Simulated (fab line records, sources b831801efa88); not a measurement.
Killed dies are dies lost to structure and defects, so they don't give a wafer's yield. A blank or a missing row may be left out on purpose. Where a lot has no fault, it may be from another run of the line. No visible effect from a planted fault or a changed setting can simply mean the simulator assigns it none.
Problem report, 8D (eight disciplines) form, completed by code + flow sky130 + the parts of the form that need people (team, actions taken, sign-off) are left out

## 1. THE ISSUE
On 2 wafers of 1 lot, overpolish run s at SKY_VIA2_CMP_24 has a mean of 0.034 s; fault-free wafers read 20.000 s, standard deviation 0.0093. So: -99 or more standard deviations from the usual mean.
The step: polishes, stops on SiO2, t overpolish 20 s, target thk 0 nm.
The first sign was on wafer L316.3 at day 39 01:50, on cmp-02. The record has a number at this step for 39 wafers belonging to 13 lots. The rule behind "out" and "out of limits": a value lying over 4 standard deviations away from the usual mean. Any other wafer with a number is counted as sound.

## 2. WHAT IT IS; WHAT IT IS NOT
| question                    | is                                   | is not                                                                                             |
|-----------------------------|--------------------------------------|----------------------------------------------------------------------------------------------------|
| which readings at this step | overpolish run s, time to endpoint s | motor current A, slurry filter dp kPa                                                              |
| which lots                  | L316                                 | L308, L309, L310, L311, L312, L313, L315, L326, L327, L328, L329, L331                             |
| which wafers of those lots  | L316.3, L316.6                       | L316.2                                                                                             |
| read on which tools         | cmp-02                               | cmp-01                                                                                             |
| when                        | from day 39 01:50                    | up to then (19 sound wafers); but 18 sound wafers of L315, L326, L327, L328, L329, L331 came after |

## 3. SUSPECTS, AND WHAT RULES EACH OUT
Counting: any tool at a process step up to the reading remains a suspect provided it ran every lot that is out. Sound lots after the first of them don't rule it out here, since some wafers of a struck lot are sound.
- plasma asher-03 at SKY_VIA2_STRIP_16 (strips in O2/N2): kept. It ran the lot that is out, L316 (day 39 00:24); its last sound lot up to then is L310 (day 36 14:47).
- cmp-02 at SKY_VIA2_CMP_24 (polishes, stops on SiO2, t overpolish 20 s, target thk 0 nm): kept. It ran the lot that is out, L316 (day 39 01:50); its last sound lot up to then is L313 (day 38 01:08). Its own readings are out on those wafers: overpolish run s, time to endpoint s.
After counting, plasma asher-03 at SKY_VIA2_STRIP_16 and cmp-02 at SKY_VIA2_CMP_24 remain.

## 4. THE CAUSE (what the simulator had put in)
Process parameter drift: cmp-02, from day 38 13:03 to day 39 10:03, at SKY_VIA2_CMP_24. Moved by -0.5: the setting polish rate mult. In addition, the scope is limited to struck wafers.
Of the 2 suspects that counting leaves, this tool is one.

## 5. SEQUENCE OF EFFECTS, ordered by route
Each row: a reading where the mean over the struck wafers with a number is more than 3 standard deviations away from the usual. Only readings whose record carries a usual standard deviation are examined. hours: median over the lots of the time between each lot's start at the first step of this table that gives one and its start at this step. sigmas: the change, counted in usual standard deviations.
| hours | step            | reading            | usual    | on struck wafers | change  | sigmas      |
|-------|-----------------|--------------------|----------|------------------|---------|-------------|
| 0     | SKY_VIA2_CMP_24 | overpolish run s   | 20.000 s | 0.034            | -19.966 | -99 or more |
| 0     | SKY_VIA2_CMP_24 | time to endpoint s | 101.7 s  | 161.1            | +59.4   | +20         |
The process steps in it:
- SKY_VIA2_CMP_24: polishes, stops on SiO2, t overpolish 20 s, target thk 0 nm.

## 6. WHAT WOULD HAVE CAUGHT IT SOONER
In this record the first reading out of limits was taken at day 39 01:50, 13 hours after the fault began at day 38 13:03.
